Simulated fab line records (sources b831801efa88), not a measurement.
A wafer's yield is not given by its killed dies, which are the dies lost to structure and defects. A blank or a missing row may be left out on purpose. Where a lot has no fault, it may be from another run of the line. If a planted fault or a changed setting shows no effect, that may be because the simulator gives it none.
A sampling plan put to the test | flow sfq_line | 46 faults told of in these records, all on one fab line, each judged by the records of the lots it struck
Plan = the line's own looks (route steps where a gauge or an inspection reads the wafer without altering it). Where struck wafers have a number at a look and the file lists that look's usual mean and standard deviation on fault-free wafers, the look can be judged. Caught: at a look after the fault's first step, the mean of the struck wafers lies 4 or more of those standard deviations (sigma) from the usual mean. On the tool: the same test on the tool's own readings at the fault's steps. Another recipe on the struck wafers, or a record that is blank for them alone, also counts as caught.

== THE FAULTS, as the simulator had put them in ==
1. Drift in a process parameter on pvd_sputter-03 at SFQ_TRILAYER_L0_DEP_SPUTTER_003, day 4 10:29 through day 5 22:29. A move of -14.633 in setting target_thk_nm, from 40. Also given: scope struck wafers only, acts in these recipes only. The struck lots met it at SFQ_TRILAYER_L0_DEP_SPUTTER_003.
2. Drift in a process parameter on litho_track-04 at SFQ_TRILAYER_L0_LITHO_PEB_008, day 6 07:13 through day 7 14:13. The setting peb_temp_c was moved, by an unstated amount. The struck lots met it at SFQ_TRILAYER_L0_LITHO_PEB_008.
3. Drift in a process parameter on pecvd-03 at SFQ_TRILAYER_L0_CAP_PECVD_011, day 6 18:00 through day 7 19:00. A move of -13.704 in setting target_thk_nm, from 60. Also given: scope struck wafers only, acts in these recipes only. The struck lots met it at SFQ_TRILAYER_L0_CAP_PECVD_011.
4. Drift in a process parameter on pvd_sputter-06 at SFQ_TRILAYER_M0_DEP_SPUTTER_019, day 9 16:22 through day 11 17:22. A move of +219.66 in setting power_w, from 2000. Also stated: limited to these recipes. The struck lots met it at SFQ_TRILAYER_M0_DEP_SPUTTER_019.
5. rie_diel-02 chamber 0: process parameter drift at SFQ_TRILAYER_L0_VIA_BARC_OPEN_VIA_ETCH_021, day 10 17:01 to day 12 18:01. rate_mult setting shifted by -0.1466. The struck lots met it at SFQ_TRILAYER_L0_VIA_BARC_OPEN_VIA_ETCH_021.
6. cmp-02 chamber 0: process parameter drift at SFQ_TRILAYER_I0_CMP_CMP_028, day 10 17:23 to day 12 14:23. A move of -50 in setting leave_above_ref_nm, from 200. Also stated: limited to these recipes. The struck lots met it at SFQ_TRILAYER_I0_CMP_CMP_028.
7. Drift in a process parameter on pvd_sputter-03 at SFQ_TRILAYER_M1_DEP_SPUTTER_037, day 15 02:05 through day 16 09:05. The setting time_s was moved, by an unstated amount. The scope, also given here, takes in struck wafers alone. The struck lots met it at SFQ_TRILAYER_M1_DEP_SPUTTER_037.
8. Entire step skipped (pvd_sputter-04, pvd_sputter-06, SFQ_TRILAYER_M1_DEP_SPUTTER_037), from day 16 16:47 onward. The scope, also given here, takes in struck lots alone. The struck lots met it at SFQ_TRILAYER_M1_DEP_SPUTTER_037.
9. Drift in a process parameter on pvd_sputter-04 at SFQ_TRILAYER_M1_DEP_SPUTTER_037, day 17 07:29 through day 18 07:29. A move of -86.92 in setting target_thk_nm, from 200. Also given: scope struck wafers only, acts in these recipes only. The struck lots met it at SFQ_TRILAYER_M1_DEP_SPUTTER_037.
10. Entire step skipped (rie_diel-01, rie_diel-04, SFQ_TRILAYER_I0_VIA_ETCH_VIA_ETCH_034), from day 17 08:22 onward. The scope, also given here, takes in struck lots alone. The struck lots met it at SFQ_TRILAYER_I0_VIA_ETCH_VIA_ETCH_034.
11. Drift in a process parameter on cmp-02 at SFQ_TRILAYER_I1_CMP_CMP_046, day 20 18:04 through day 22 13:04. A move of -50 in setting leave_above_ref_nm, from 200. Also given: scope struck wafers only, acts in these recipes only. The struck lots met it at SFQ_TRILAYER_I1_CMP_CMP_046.
12. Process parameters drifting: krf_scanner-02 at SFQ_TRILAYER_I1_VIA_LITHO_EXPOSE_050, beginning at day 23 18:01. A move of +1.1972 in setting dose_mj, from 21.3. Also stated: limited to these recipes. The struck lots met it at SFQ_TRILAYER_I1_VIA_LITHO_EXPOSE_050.
13. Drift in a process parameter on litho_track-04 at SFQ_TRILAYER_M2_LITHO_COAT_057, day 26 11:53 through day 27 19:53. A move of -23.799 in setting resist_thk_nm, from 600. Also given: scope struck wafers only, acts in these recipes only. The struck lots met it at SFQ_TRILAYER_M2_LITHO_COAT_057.
14. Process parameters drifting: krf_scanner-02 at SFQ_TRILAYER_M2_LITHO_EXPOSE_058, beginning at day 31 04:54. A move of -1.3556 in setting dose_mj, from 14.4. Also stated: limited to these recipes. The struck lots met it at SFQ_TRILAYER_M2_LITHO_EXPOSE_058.
15. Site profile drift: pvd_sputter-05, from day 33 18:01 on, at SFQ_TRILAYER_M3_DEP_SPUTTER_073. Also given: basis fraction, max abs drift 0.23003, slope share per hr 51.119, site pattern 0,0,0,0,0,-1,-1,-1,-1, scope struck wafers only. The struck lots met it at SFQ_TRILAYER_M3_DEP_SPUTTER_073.
16. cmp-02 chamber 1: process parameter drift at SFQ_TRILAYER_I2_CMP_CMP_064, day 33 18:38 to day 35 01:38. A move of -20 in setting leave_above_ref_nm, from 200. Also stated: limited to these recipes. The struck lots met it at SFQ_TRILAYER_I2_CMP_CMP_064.
17. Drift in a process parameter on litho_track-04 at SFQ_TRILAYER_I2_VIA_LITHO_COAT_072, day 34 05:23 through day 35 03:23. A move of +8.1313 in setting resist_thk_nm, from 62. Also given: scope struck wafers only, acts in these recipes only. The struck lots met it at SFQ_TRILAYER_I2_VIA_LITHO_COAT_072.
18. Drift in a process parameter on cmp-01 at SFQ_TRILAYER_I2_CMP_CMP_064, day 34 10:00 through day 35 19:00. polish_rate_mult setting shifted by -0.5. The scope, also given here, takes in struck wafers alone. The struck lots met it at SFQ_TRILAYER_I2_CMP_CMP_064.
19. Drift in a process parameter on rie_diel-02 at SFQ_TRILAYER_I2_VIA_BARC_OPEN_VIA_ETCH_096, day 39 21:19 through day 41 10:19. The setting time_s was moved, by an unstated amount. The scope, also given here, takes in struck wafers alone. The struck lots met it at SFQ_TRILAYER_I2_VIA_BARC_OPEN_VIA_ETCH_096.
20. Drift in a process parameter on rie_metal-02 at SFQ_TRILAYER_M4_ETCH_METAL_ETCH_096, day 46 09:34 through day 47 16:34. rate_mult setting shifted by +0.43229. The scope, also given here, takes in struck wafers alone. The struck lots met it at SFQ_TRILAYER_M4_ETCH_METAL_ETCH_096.
21. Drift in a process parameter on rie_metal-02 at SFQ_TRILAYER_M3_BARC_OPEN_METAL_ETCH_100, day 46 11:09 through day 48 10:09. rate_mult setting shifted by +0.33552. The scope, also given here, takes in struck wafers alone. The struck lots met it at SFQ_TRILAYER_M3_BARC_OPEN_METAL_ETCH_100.
22. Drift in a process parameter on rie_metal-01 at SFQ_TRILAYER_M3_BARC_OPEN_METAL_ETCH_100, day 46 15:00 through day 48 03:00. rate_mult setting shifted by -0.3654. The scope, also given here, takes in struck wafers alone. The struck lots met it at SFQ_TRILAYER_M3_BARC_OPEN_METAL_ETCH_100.
23. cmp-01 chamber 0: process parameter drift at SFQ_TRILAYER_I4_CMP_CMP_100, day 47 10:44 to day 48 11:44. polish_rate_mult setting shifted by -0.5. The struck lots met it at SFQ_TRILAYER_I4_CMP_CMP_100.
24. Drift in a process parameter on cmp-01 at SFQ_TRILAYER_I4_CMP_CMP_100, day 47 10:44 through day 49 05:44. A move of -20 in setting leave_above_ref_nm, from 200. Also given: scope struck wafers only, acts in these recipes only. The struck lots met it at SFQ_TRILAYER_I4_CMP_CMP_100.
25. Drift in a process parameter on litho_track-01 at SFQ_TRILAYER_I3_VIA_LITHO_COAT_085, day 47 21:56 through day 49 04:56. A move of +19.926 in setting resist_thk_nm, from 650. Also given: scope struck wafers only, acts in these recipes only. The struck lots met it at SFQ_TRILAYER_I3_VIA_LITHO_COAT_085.
26. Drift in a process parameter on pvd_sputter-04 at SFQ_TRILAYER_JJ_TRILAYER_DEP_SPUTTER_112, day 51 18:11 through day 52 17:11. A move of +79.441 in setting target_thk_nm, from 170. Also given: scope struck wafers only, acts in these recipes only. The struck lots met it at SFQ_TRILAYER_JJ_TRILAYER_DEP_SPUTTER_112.
27. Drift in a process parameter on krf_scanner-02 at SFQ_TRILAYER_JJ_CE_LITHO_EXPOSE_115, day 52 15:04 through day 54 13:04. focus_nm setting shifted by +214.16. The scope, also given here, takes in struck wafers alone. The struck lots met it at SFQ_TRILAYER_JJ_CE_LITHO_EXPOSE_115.
28. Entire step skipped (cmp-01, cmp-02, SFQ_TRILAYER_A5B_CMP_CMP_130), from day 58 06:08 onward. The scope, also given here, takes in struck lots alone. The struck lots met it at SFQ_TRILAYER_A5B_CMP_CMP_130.
29. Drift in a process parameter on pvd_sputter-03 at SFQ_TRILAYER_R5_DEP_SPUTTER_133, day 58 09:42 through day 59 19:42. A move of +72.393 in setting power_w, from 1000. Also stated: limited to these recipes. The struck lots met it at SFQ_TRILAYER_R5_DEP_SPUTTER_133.
30. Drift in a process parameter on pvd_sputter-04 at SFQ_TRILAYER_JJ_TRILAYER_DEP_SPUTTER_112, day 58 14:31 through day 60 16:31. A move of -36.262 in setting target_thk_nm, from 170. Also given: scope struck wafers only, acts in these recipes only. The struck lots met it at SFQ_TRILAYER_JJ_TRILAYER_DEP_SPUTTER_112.
31. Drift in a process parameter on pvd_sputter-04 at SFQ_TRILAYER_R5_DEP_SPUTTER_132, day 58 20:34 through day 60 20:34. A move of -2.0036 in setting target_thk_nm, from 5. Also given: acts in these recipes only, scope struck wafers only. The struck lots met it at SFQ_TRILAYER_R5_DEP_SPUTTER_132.
32. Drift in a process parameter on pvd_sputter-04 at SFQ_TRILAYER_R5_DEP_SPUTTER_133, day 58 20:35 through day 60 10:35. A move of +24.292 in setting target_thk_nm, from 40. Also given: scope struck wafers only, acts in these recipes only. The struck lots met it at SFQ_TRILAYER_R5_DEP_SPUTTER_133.
33. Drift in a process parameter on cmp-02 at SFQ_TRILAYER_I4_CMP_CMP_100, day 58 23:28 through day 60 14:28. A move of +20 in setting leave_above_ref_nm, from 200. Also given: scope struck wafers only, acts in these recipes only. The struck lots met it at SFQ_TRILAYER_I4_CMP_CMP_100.
34. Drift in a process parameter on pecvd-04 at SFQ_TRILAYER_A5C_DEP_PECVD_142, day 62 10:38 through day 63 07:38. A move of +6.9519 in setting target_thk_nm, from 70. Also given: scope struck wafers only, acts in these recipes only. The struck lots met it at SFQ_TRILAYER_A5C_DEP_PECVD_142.
35. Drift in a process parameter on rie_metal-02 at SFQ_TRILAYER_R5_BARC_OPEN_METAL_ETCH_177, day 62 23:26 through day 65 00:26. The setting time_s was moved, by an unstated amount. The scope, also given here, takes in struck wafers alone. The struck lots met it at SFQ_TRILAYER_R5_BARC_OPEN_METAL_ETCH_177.
36. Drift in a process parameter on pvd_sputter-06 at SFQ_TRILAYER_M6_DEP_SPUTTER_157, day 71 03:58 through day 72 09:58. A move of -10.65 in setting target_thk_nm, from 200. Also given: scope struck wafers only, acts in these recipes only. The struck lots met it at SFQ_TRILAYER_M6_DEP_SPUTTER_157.
37. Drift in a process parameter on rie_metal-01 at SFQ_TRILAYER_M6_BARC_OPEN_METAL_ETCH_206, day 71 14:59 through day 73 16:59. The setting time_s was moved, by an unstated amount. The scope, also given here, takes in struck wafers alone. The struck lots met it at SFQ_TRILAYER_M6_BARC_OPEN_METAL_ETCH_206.
38. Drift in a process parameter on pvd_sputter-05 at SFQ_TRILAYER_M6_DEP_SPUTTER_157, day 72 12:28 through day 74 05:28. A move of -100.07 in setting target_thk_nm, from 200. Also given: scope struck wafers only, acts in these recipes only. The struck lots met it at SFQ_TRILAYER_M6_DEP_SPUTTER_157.
39. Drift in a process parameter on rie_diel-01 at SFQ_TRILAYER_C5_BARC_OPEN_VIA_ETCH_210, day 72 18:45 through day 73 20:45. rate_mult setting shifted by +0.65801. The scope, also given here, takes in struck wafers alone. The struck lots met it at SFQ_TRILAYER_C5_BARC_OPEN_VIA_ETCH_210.
40. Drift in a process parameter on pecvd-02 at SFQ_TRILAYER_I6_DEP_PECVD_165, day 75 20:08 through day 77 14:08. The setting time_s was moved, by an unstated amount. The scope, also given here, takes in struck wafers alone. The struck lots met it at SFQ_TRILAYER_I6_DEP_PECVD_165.
41. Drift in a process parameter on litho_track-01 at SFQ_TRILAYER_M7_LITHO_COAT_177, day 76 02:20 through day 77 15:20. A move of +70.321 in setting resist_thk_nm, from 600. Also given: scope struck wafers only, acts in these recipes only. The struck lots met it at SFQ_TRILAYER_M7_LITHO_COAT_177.
42. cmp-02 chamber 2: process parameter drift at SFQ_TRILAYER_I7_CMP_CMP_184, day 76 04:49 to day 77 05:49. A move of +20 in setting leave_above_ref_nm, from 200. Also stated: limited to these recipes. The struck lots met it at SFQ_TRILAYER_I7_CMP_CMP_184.
43. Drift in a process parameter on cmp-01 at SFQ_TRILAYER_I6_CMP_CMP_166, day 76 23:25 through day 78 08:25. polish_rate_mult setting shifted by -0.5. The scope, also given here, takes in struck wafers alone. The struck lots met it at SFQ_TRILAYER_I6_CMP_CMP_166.
44. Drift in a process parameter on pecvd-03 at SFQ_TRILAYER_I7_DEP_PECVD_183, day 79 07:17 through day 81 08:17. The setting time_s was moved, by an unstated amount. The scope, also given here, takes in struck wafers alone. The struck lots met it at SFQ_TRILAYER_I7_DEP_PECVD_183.
45. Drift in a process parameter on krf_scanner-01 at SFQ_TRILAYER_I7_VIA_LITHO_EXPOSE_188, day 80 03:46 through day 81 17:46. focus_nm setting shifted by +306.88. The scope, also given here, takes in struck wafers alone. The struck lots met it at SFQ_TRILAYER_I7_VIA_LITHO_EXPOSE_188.
46. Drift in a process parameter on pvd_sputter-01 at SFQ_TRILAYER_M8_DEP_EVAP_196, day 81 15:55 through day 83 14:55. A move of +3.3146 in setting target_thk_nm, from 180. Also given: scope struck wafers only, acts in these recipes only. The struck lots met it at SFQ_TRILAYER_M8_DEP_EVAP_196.

== WHAT THE PLAN SAW ==
fault | on the tool itself                               | first look that catches it                      | reading, sigma                                  | median hours from its first step to that look | hours from the fault's start to the first struck lot there | judged looks passed uncaught
1     | under 2 sigma                                    | SFQ_L0_RS_MEAS_901                              | L0_MONX_KI_RS +49                               | 0.1                                           | 5                                                          | 0
2     | heater_power_total_W -40 sigma                   | no look after it can be judged                  | -                                               | -                                             | -                                                          | 0
3     | under 2 sigma                                    | not the one look that can be judged after it    | -                                               | -                                             | -                                                          | 1
4     | cathode_dc_power_W +99 or beyond sigma           | SFQ_M0_RS_MEAS_904                              | M0_NB_RS -10.0                                  | 0.1                                           | 5                                                          | 0
5     | under 2 sigma                                    | no look after it can be judged                  | -                                               | -                                             | -                                                          | 0
6     | time_to_endpoint_s +5.1 sigma                    | no look after it can be judged                  | -                                               | -                                             | -                                                          | 0
7     | under 2 sigma                                    | SFQ_M1_RS_MEAS_909                              | M1_NB_RS -34                                    | 0.1                                           | 2                                                          | 0
8     | the tool's record is blank for the struck wafers | none of the 2 looks that can be judged after it | -                                               | -                                             | -                                                          | 2
9     | under 2 sigma                                    | SFQ_M1_RS_MEAS_909                              | M1_NB_RS +65                                    | 0.1                                           | 5                                                          | 0
10    | no reading that can be judged                    | none of the 5 looks that can be judged after it | -                                               | -                                             | -                                                          | 5
11    | time_to_endpoint_s +5.5 sigma                    | none of the 2 looks that can be judged after it | -                                               | -                                             | -                                                          | 2
12    | exposure_dose_mJ_cm2 +69 sigma                   | not the one look that can be judged after it    | -                                               | -                                             | -                                                          | 1
13    | no reading that can be judged                    | not the one look that can be judged after it    | -                                               | -                                             | -                                                          | 1
14    | exposure_dose_mJ_cm2 -96 sigma                   | none of the 5 looks that can be judged after it | -                                               | -                                             | -                                                          | 5
15    | under 2 sigma                                    | SFQ_M3_RS_MEAS_919                              | M3_NB_RS +9.9                                   | 0.1                                           | 5                                                          | 0
16    | only faintly: time_to_endpoint_s +2.2 sigma      | not the one look that can be judged after it    | -                                               | -                                             | -                                                          | 1
17    | under 2 sigma                                    | no look after it can be judged                  | -                                               | -                                             | -                                                          | 0
18    | time_to_endpoint_s +7.9 sigma                    | no look after it can be judged                  | -                                               | -                                             | -                                                          | 0
19    | run_length_s +62 sigma                           | no look after it can be judged                  | -                                               | -                                             | -                                                          | 0
20    | under 2 sigma                                    | no look after it can be judged                  | -                                               | -                                             | -                                                          | 0
21    | under 2 sigma                                    | no look after it can be judged                  | -                                               | -                                             | -                                                          | 0
22    | under 2 sigma                                    | no look after it can be judged                  | -                                               | -                                             | -                                                          | 0
23    | time_to_endpoint_s +7.2 sigma                    | not the one look that can be judged after it    | -                                               | -                                             | -                                                          | 1
24    | under 2 sigma                                    | no look after it can be judged                  | -                                               | -                                             | -                                                          | 0
25    | no reading that can be judged                    | not the one look that can be judged after it    | -                                               | -                                             | -                                                          | 1
26    | under 2 sigma                                    | SFQ_JJ_RS_MEAS_929                              | JJ_NB_RS -20                                    | 0.1                                           | 3                                                          | 0
27    | no reading that can be judged                    | not the one look that can be judged after it    | -                                               | -                                             | -                                                          | 1
28    | the tool's record is blank for the struck wafers | no look after it can be judged                  | -                                               | -                                             | -                                                          | 0
29    | cathode_dc_power_W +99 or beyond sigma           | SFQ_R5_RS_MEAS_933                              | R5_MONX_RS -6.4                                 | 0.1                                           | 2                                                          | 0
30    | under 2 sigma                                    | SFQ_JJ_RS_MEAS_929                              | JJ_NB_RS +16                                    | 0.1                                           | 8                                                          | 0
31    | under 2 sigma                                    | no look after it can be judged                  | -                                               | -                                             | -                                                          | 0
32    | under 2 sigma                                    | SFQ_R5_RS_MEAS_933                              | R5_MONX_RS -38                                  | 0.1                                           | 7                                                          | 0
33    | under 2 sigma                                    | no look after it can be judged                  | -                                               | -                                             | -                                                          | 0
34    | under 2 sigma                                    | not the one look that can be judged after it    | -                                               | -                                             | -                                                          | 1
35    | run_length_s +15 sigma                           | no look after it can be judged                  | -                                               | -                                             | -                                                          | 0
36    | under 2 sigma                                    | SFQ_M6_RS_MEAS_938                              | M6_NB_RS +5.2                                   | 0.1                                           | 3                                                          | 0
37    | oes_product_au +16 sigma                         | no look after it can be judged                  | -                                               | -                                             | -                                                          | 0
38    | under 2 sigma                                    | SFQ_M6_RS_MEAS_938                              | M6_NB_RS +94                                    | 0.1                                           | 4                                                          | 0
39    | under 2 sigma                                    | no look after it can be judged                  | -                                               | -                                             | -                                                          | 0
40    | run_length_s -10 sigma                           | not the one look that can be judged after it    | -                                               | -                                             | -                                                          | 1
41    | no reading that can be judged                    | not the one look that can be judged after it    | -                                               | -                                             | -                                                          | 1
42    | only faintly: time_to_endpoint_s -2.3 sigma      | no look after it can be judged                  | -                                               | -                                             | -                                                          | 0
43    | time_to_endpoint_s +6.8 sigma                    | no look after it can be judged                  | -                                               | -                                             | -                                                          | 0
44    | run_length_s +10 sigma                           | none of the 2 looks that can be judged after it | -                                               | -                                             | -                                                          | 2
45    | no reading that can be judged                    | not the one look that can be judged after it    | -                                               | -                                             | -                                                          | 1
46    | no reading that can be judged                    | none of the 3 looks that can be judged after it | strongest: M8_AU_RS at SFQ_M8_RS_MEAS_949, -3.1 | -                                             | -                                                          | 3
A dash: the fault isn't caught, or these records don't give the number.

Caught at a look: 11 of 46. Caught on the tool: 17 of 46. By one or the other: 26 of 46.
Faults 2, 6, 8, 11, 12, 14, 18, 19, 23, 28, 35, 37, 40, 43, 44 were caught on the tool alone.
Caught at a look alone: faults 1, 7, 9, 15, 26, 30, 32, 36, 38.
Caught by neither: faults 3, 5, 10, 13, 16, 17, 20, 21, 22, 24, 25, 27, 31, 33, 34, 39, 41, 42, 45, 46.

== THINNER SAMPLING ==
If the look that catches a fault measured only every second or every third lot, by lot number, the first struck lot would be measured this late in the worst case:
fault | struck lots at that look, in order of time | every lot | every second lot | every third lot
1     | L741, L742, L743                           | 5 h       | 10 h             | 15 h
4     | L604, L605, L607                           | 5 h       | 10 h             | may miss all 3
7     | L334, L336, L338                           | 2 h       | may miss all 3   | 27 h
9     | L101, L102                                 | 5 h       | 12 h             | may miss all 2
15    | L784                                       | 5 h       | may miss it      | may miss it
26    | L766, L768                                 | 3 h       | may miss all 2   | may miss all 2
29    | L197, L201                                 | 2 h       | may miss all 2   | may miss all 2
30    | L747, L749                                 | 8 h       | may miss all 2   | may miss all 2
32    | L227, L230                                 | 7 h       | 28 h             | may miss all 2
36    | L270, L272                                 | 3 h       | may miss all 2   | may miss all 2
38    | L612, L613                                 | 4 h       | 10 h             | may miss all 2
The hour figures run from when the fault began to the first measured lot among those it struck. Since the struck wafers were tested as one group against 4 sigma, a single lot by itself may lie under the limit. Other struck lots may not be in these records.

== THE LONGEST TIMED WAY FROM STEP TO LOOK ==
Fault 9: a median of 0.1 hours passes between SFQ_TRILAYER_M1_DEP_SPUTTER_037 and SFQ_M1_RS_MEAS_909. No look between them can be judged.
